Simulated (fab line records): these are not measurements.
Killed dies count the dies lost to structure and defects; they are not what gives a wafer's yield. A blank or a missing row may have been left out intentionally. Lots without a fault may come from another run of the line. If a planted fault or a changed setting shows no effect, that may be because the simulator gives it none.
Chamber matching + flow sfqLine + SFQ_TRILAYER_I6_CMP_CMP_166 on cmp-02: 4 sister chambers
The step polishes SiO2. 4 wafers are shown with their chamber, then 9 later ones without.

== EACH WAFER AND ITS CHAMBER ==
| wafer  | chamber | motorCurrentA (A) |
|--------|---------|-------------------|
| L688.3 | 1       | 9.5               |
| L693.4 | 0       | 10.7              |
| L699.4 | 3       | 10.4              |
| L701.4 | 2       | 9.6               |

== WAFERS WITHOUT THEIR CHAMBER ==
| wafer  | motorCurrentA (A) |
|--------|-------------------|
| L703.2 | 11.2              |
| L703.4 | 9.4               |
| L703.6 | 11.1              |
| L704.2 | 9.7               |
| L704.3 | 10.9              |
| L704.1 | 9.5               |
| L705.1 | 9.2               |
| L705.2 | 11.0              |
| L705.4 | 9.5               |

== WHICH CHAMBER EACH WENT THROUGH ==
| wafer  | from the rows above     | in truth |
|--------|-------------------------|----------|
| L703.2 | can't be placed: 0 or 3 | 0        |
| L703.4 | can't be placed: 1 or 2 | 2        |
| L703.6 | can't be placed: 0 or 3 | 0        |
| L704.2 | can't be placed: 2 or 1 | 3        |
| L704.3 | can't be placed: 0 or 3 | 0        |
| L704.1 | can't be placed: 1 or 2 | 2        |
| L705.1 | can't be placed: 1 or 2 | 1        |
| L705.2 | can't be placed: 0 or 3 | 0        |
| L705.4 | can't be placed: 1 or 2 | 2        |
0 of 9 placed correctly. Unplaceable from these rows: 9, with the true chamber sitting among the candidates in 8. Number placed wrongly: 0.
How it was worked out, from the rows above alone: a wafer's distance from a chamber is the root of the sum, over the readings, of the square of ((its reading less the chamber's mean) divided by the reading's scatter). If the next closest chamber is less than 2 further off than the closest, the wafer can't be placed; otherwise it belongs to the closest. For every chamber, the mean is computed from those of its wafers that are shown. The scatter: with one shown wafer a chamber, the root of the mean of the squares of how far each hidden wafer lies from its nearest shown one.
